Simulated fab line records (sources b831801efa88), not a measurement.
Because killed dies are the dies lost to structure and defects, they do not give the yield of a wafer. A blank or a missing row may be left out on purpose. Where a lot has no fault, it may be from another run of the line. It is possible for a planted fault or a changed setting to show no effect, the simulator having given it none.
fab line records	flow sky130
[record] lots = 6	wafers = 16	last-day = 52
route steps=708 shown VIA3@590 METAL4@598 CAP2M@603 PAD_OPEN@708
lots that met no fault: from a run of the same line without faults
start-h: start of the lot's first displayed wafer, in hours after the record's first day	wait-h: hours from the lot's prior step to this one	" repeats the value in the row above	L1.1+2: a single row standing in for several wafers	- no value, or no start given	* or withheld: withheld	< > ~ a bound
route shown NAME@n: NAME is a module with steps in the file, n the number in the route of the first one	usual: average and standard deviation across the fault-free wafers	same: alike in all rows	chamber/n: place in a boat	sites: per-site readings	_std_site: the standard deviation of these	_edge_site: mean of outer sites minus mean of inner sites	radius-mm: for every site, how far away it sits from the centre of the wafer	mask NAME#n: copy n	behind: tool/chamber where the wafer was last shaped	hold: what put the lot on hold/how long, in hours/how the hold closed	device: names the non-switching transistor (n, p or np)	end of line: the route-end tests of the same wafers	a step with no rows: only its recipe	killed: count of dies lost to structure and defects at first sort (not the wafer's yield)	map: the dies of a wafer, with x for killed, . for not killed, _ for no die there
set.NAME: the setting as run; set.NAME@STEP: as run at that earlier step	model.NAME: the simulator's own value behind a step, which no gauge read
lots seen at some steps along the route; tables by step, rows by wafer
services: the hour from which a tool's chamber was out of use, counted from the record's first day as start-h (under 0 if before that day), plus the number of hours and why
[[steps]]
[step SKY_VIA3_STRIP_17]
[recipe] chemistry = post-etch-residue-remover	time-s = 1200	temp-c = 72.5
[step SKY_VIA3_CLEAN_18]
[recipe] chemistry = IPA	time-s = 180	temp-c = 25
[step SKY_VIA3_CLEAN_19]
[recipe] chemistry = O3/DIW	dry = n2-spin
[step SKY_VIA3_SPUTTER_20]
[recipe] material = TiN	target-thk-nm = 20	chamber-pressure-pa = 5	power-w = 4000	time-s = 80
[usual] chamber-pressure-pa = 5.000/0.0087	throttle-valve-pct = 29.7/1.3
lot.wafer	tool	chamber	start-h	wait-h	chamber-pressure-pa	throttle-valve-pct
L367.1	pvd-sputter-01	-	977.57	0.0	5.020	29.3
L367.3	"	-	"	"	4.997	28.8
L367.6	"	-	"	"	5.014	28.1
L370.4	pvd-sputter-02	-	991.32	0.0	4.999	30.1
L370.5	"	-	"	"	5.009	30.3
L370.6	"	-	"	"	5.001	29.7
L375.2	pvd-sputter-04	-	994.27	0.0	5.001	29.3
L375.4	"	-	"	"	5.002	32.6
L378.1	pvd-sputter-04	-	1000.66	0.0	4.997	29.9
L378.4	"	-	"	"	5.000	32.4
L383.3	pvd-sputter-01	-	1122.13	0.0	4.998	29.8
L383.5	"	-	"	"	4.993	28.1
L383.6	"	-	"	"	5.011	29.3
L388.2	pvd-sputter-02	-	1128.61	0.0	5.005	30.1
L388.5	"	-	"	"	4.965	30.0
L388.6	"	-	"	"	5.013	30.2
[step SKY_VIA3_CVD_21]
[recipe] material = W	target-thk-nm = 390	time-s = 117.31	temp-c = 400	pressure-torr = 40
[usual] heater-power-w = 845/95
lot.wafer	tool	chamber	start-h	wait-h	heater-power-w
L367.1	cvd-w-01	1	977.63	0.0	740
L367.3	"	0	"	"	967
L367.6	"	0	"	"	959
L370.4	cvd-w-01	1	991.42	0.1	714
L370.5	"	1	"	"	742
L370.6	"	0	"	"	1007
L375.2	cvd-w-02	1	994.33	0.0	892
L375.4	"	1	"	"	896
L378.1	cvd-w-01	0	1000.72	0.0	996
L378.4	"	1	"	"	724
L383.3	cvd-w-02	1	1122.23	0.1	902
L383.5	"	1	"	"	911
L383.6	"	0	"	"	796
L388.2	cvd-w-02	0	1128.67	0.0	769
L388.5	"	1	"	"	882
L388.6	"	0	"	"	796
[step SKY_VIA3_RS_MEAS_22]
[recipe] thk-meas-gauge = four-point-probe	reads = W_of_VIA3_CVD_21+TiN_of_VIA3_SPUTTER_20
[usual] VIA3_W_RS = 0.296/0.0031
lot.wafer	tool	chamber	start-h	wait-h	VIA3_W_RS[ohm/sq]
L367.1	film-metro-02	-	977.75	0.1	0.297
L367.3	"	-	"	"	0.294
L367.6	"	-	"	"	0.292
L370.4	film-metro-03	-	991.56	0.1	0.296
L370.5	"	-	"	"	0.296
L370.6	"	-	"	"	0.297
L375.2	film-metro-02	-	994.47	0.1	0.297
L375.4	"	-	"	"	0.296
L378.1	film-metro-03	-	1000.84	0.1	0.288
L378.4	"	-	"	"	0.294
L383.3	film-metro-03	-	1122.35	0.1	0.299
L383.5	"	-	"	"	0.294
L383.6	"	-	"	"	0.301
L388.2	film-metro-04	-	1128.82	0.1	0.296
L388.5	"	-	"	"	0.300
L388.6	"	-	"	"	0.299
[step SKY_VIA3_THK_MEAS_23]
[recipe] thk-meas-gauge = xrf	reads = W_of_VIA3_CVD_21
[usual] VIA3_W_THK = 378/5
lot.wafer	tool	chamber	start-h	wait-h	VIA3_W_THK[nm]
L367.1	film-metro-02	-	977.87	0.1	371
L367.3	"	-	"	"	374
L367.6	"	-	"	"	373
L370.4	film-metro-03	-	991.65	0.1	377
L370.5	"	-	"	"	374
L370.6	"	-	"	"	378
L375.2	film-metro-02	-	994.58	0.1	374
L375.4	"	-	"	"	375
L378.1	film-metro-03	-	1000.96	0.1	387
L378.4	"	-	"	"	379
L383.3	film-metro-03	-	1122.45	0.1	378
L383.5	"	-	"	"	385
L383.6	"	-	"	"	377
L388.2	film-metro-04	-	1128.93	0.1	378
L388.5	"	-	"	"	373
L388.6	"	-	"	"	374
[step SKY_VIA3_CMP_24]
[recipe] stop-on = SiO2	t-overpolish-s = 20	down-force-psi = 3.5	platen-rpm = 60	target-thk-nm = 0	pad-velocity-m-s = 0.94248
[usual] motor-current-A = 11.4/0.93	overpolish-run-s = 20.000/0.0095	slurry-filter-dp-kPa = 13.49/0.14	time-to-endpoint-s = 95/6.4
lot.wafer	tool	chamber	start-h	wait-h	motor-current-A	overpolish-run-s	slurry-filter-dp-kPa	time-to-endpoint-s
L367.1	cmp-01	3	977.98	0.1	11.6	19.997	13.67	90
L367.3	"	0	"	"	12.3	19.997	13.55	95
L367.6	"	3	"	"	10.4	19.998	13.31	86
L370.4	cmp-01	3	991.78	0.1	10.8	19.994	13.50	94
L370.5	"	1	"	"	9.8	20.002	13.65	88
L370.6	"	2	"	"	12.5	20.018	13.64	103
L375.2	cmp-02	3	994.73	0.1	12.1	20.002	13.43	85
L375.4	"	0	"	"	10.6	19.999	13.56	95
L378.4	cmp-01	3	1001.07	0.1	11.2	20.005	13.38	91
L378.1	"	0	"	"	12.0	19.996	13.48	101
L383.3	cmp-02	0	1122.64	0.2	9.8	19.998	13.64	89
L383.6	"	1	"	"	11.4	20.000	13.31	97
L383.5	"	2	"	"	11.7	20.001	13.62	88
L388.2	cmp-01	1	1129.03	0.1	10.4	20.012	13.59	86
L388.6	"	0	"	"	11.7	19.996	13.48	96
L388.5	"	1	"	"	9.9	19.992	13.47	86
[step SKY_METAL4_SPUTTER_00]
[recipe] material = Ti	target-thk-nm = 15	power-w = 3000	time-s = 10	chamber-pressure-pa = 0.4
[usual] chamber-pressure-pa = 0.3999/0.00083	throttle-valve-pct = 29.8/1.2
lot.wafer	tool	chamber	start-h	wait-h	chamber-pressure-pa	throttle-valve-pct
L367.1	pvd-sputter-04	-	978.23	0.2	0.4007	29.3
L367.3	"	-	"	"	0.4000	29.6
L367.6	"	-	"	"	0.4008	32.7
L370.4	pvd-sputter-03	-	991.98	0.1	0.3998	30.3
L370.5	"	-	"	"	0.4003	30.2
L370.6	"	-	"	"	0.3999	30.2
L375.2	pvd-sputter-04	-	994.93	0.1	0.4004	29.2
L375.4	"	-	"	"	0.3998	32.7
L378.1	pvd-sputter-04	-	1001.32	0.1	0.4013	29.1
L378.4	"	-	"	"	0.3998	32.6
L383.3	pvd-sputter-04	-	1122.79	0.1	0.4007	32.8
L383.5	"	-	"	"	0.4017	29.4
L383.6	"	-	"	"	0.4004	29.8
L388.2	pvd-sputter-04	-	1129.28	0.2	0.4009	29.6
L388.5	"	-	"	"	0.4004	29.4
L388.6	"	-	"	"	0.4008	29.4
[step SKY_METAL4_SPUTTER_01]
[recipe] material = TiN	target-thk-nm = 20	power-w = 6500	time-s = 16.7	chamber-pressure-pa = 0.4
[step SKY_METAL4_SPUTTER_02]
[recipe] material = AlCu	target-thk-nm = 735	power-w = 10600	time-s = 39.1	chamber-pressure-pa = 0.4
[step SKY_METAL4_SPUTTER_03]
[recipe] material = Ti	target-thk-nm = 5	power-w = 3000	time-s = 3.3	chamber-pressure-pa = 0.4
[step SKY_METAL4_SPUTTER_04]
[recipe] material = TiN	target-thk-nm = 70	power-w = 6500	time-s = 58.3	chamber-pressure-pa = 0.4
[usual] chamber-pressure-pa = 0.4000/0.00082	throttle-valve-pct = 29.8/1.2
lot.wafer	tool	chamber	start-h	wait-h	chamber-pressure-pa	throttle-valve-pct	model.TiN_of_METAL4_SPUTTER_04.thk-nm
L367.1	pvd-sputter-04	-	978.34	0.0	0.4003	29.5	70.21
L367.3	"	-	"	"	0.3998	30.0	69.48
L367.6	"	-	"	"	0.4003	32.8	69.92
L370.4	pvd-sputter-03	-	992.09	0.0	0.3994	30.3	69.13
L370.5	"	-	"	"	0.3987	30.3	69.38
L370.6	"	-	"	"	0.4006	30.2	68.56
L375.2	pvd-sputter-04	-	995.04	0.0	0.3996	29.0	70.46
L375.4	"	-	"	"	0.3999	32.7	75.62
L378.1	pvd-sputter-04	-	1001.43	0.0	0.3995	28.9	77.35
L378.4	"	-	"	"	0.3985	32.6	77.22
L383.3	pvd-sputter-04	-	1122.89	0.0	0.4002	32.7	69.6
L383.5	"	-	"	"	0.4000	29.6	70.14
L383.6	"	-	"	"	0.3991	29.7	70.12
L388.2	pvd-sputter-04	-	1129.38	0.0	0.4006	29.7	70.69
L388.5	"	-	"	"	0.4003	29.4	70.1
L388.6	"	-	"	"	0.4019	29.6	70.05
[step SKY_CAP2M_CVD_00]
[recipe] material = SiO2	target-thk-nm = 15.5	temp-c = 400	time-s = withheld	rf-w = 450
[usual] heater-power-w = 662/71
lot.wafer	tool	chamber	start-h	wait-h	heater-power-w
L367.1	pecvd-04	1	978.39	0.0	717
L367.3	"	0	"	"	647
L367.6	"	1	"	"	712
L370.4	pecvd-02	1	992.15	0.0	708
L370.5	"	2	"	"	642
L370.6	"	0	"	"	761
L375.2	pecvd-01	1	995.09	0.0	592
L375.4	"	1	"	"	590
L378.1	pecvd-02	0	1001.48	0.0	683
L378.4	"	0	"	"	699
L383.3	pecvd-04	2	1122.94	0.0	708
L383.5	"	0	"	"	676
L383.6	"	2	"	"	712
L388.2	pecvd-01	2	1129.43	0.0	551
L388.5	"	2	"	"	563
L388.6	"	1	"	"	625
[step SKY_PAD_OPEN_PROBE_99]
[usual] defect-limited-yield = 82.5/1.8	killed_at_M0_to_M3 = 45/6.3	killed_at_M4_up = 2.8/1.6	killed-at-contacts = 24/5.1	killed-at-front-end = 14/4.4	killed-at-other = 0.4/0.73	killed-dies = 86/9	killed-open = 47/7.8	killed-short = 39/6.6	sort_bin_3_pad_short = 0.8/0.42	sort_bin_5_function = 10.3/1.4	sort_bin_6_memory = 6.3/1.2	sort-n-pass = 406/9	sort-yield-pct = 82.5/1.8
[same] gross-dies = 492	killed-at-back-side = 0	sort_bin_4_leakage[%] = 0	sort_bin_8_speed[%] = 0
lot.wafer	tool	chamber	start-h	wait-h	defect-limited-yield[%]	killed_at_M0_to_M3	killed_at_M4_up	killed-at-contacts	killed-at-front-end	killed-at-other	killed-dies	killed-open	killed-short	sort_bin_3_pad_short[%]	sort_bin_5_function[%]	sort_bin_6_memory[%]	sort-n-pass	sort-yield-pct[%]
L367.1	prober-01	-	1126.21	0.1	85.6	34	2	23	12	0	71	39	32	0.8	8.5	5.1	421	85.6
L367.3	prober-01	-	1126.31	0.2	82.5	41	4	29	12	0	86	43	43	0.8	9.8	6.9	406	82.5
L367.6	prober-01	-	1126.46	0.2	81.3	42	2	30	18	0	92	48	44	1.0	11.4	6.3	400	81.3
L370.4	prober-02	-	1138.25	0.2	80.1	53	3	18	24	0	98	52	46	0.4	11.8	7.7	394	80.1
L370.5	prober-02	-	1138.30	0.2	82.7	43	4	21	17	0	85	50	35	0.6	10.4	6.3	407	82.7
L370.6	prober-02	-	1138.35	0.2	82.7	49	1	16	18	1	85	45	40	0.4	11.0	5.9	407	82.7
// killed by level:class
L367.1 VIA1:geometric-particle:open=9 CONTACT:geometric-particle:open=8 LI_CONTACT:geometric-particle:open=8 VIA3:geometric-particle:open=6 CONTACT:geometric-particle:short=5 FIELD_ISO:geometric-particle:short=4 FIELD_ISO:geometric-particle:open=3 METAL1:geometric-particle:short=3
L367.3 VIA1:geometric-particle:short=12 VIA1:geometric-particle:open=10 CONTACT:geometric-particle:open=9 CONTACT:geometric-particle:short=7 LI_CONTACT:geometric-particle:open=6 FIELD_ISO:geometric-particle:open=5 METAL1:geometric-particle:short=4 FIELD_ISO:geometric-particle:short=3
L367.6 CONTACT:geometric-particle:open=12 METAL2:geometric-particle:short=12 LI_CONTACT:geometric-particle:open=7 POLY_GATE:geometric-particle:open=6 POLY_GATE:geometric-particle:short=6 VIA3:geometric-particle:open=5 CONTACT:geometric-particle:short=4 METAL1:geometric-particle:short=4
L370.4 VIA1:geometric-particle:open=11 VIA2:geometric-particle:open=8 METAL1:geometric-particle:short=7 POLY_GATE:geometric-particle:open=6 VIA3:geometric-particle:open=6 LI_CONTACT:geometric-particle:open=5 METAL2:geometric-particle:short=5 METAL3:geometric-particle:short=5
L370.5 CONTACT:geometric-particle:open=12 VIA1:geometric-particle:open=9 VIA3:geometric-particle:open=7 POLY_GATE:geometric-particle:open=7 METAL2:geometric-particle:short=7 LOCAL_INTERCONNECT:geometric-particle:short=5 METAL1:geometric-particle:short=5 POLY_GATE:geometric-particle:short=4
L370.6 VIA3:geometric-particle:open=7 LI_CONTACT:geometric-particle:open=6 CONTACT:geometric-particle:open=6 VIA1:geometric-particle:open=6 METAL2:geometric-particle:short=6 POLY_GATE:geometric-particle:short=5 POLY_GATE:geometric-particle:open=5 VIA1:geometric-particle:short=5
[[services]]
tool	chamber	start-h	hours	kind
cvd-w-02	0	965.64	2.4	repair
pvd-sputter-02	-	980.89	4.8	repair
pecvd-04	-	987.98	101.2	repair
pvd-sputter-01	-	990.40	2.7	repair
pecvd-02	1	999.38	-	clean
pecvd-02	1	999.38	-	consumable-replace:showerhead
pecvd-02	1	999.38	29.0	scheduled-down
pecvd-02	1	999.38	29.0	vent-cycle
pecvd-01	2	1002.39	16.5	scheduled-down
cmp-01	-	1005.91	0.6	repair
cmp-01	-	1006.19	1.1	repair
pvd-sputter-02	-	1016.92	1.2	repair
cmp-01	-	1025.01	0.5	repair
pvd-sputter-03	-	1033.16	2.4	repair
pvd-sputter-04	-	1035.67	1.0	repair
pecvd-04	0	1037.31	2.1	scheduled-down
pecvd-01	2	1043.02	2.1	scheduled-down
cvd-w-01	1	1044.79	2.3	repair
pvd-sputter-04	-	1064.81	2.5	repair
cmp-02	-	1084.15	4.0	pm
cvd-w-02	1	1085.85	21.4	repair
cvd-w-01	-	1087.23	1.0	repair
pvd-sputter-03	-	1102.28	3.6	repair
pvd-sputter-04	-	1107.19	1.0	repair
[[key]]
first-sign none at tools or gauges
[model-effect] step = SKY_METAL4_SPUTTER_04	value = TiN_of_METAL4_SPUTTER_04.thk-nm	without = 71	struck = 76.73
met-at SKY_METAL4_SPUTTER_04
struck-wafers L375.4,L378.1,L378.4
onset-between 978.34 995.04
[fault] kind = process-parameter-drift	tool = pvd-sputter-04	chamber = -	onset-h = 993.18	steps = SKY_METAL4_SPUTTER_04	channel = time-s	offset = *	shape = step	end-h = 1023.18	scope = struck-wafers-only	acts-in = *	stated = *
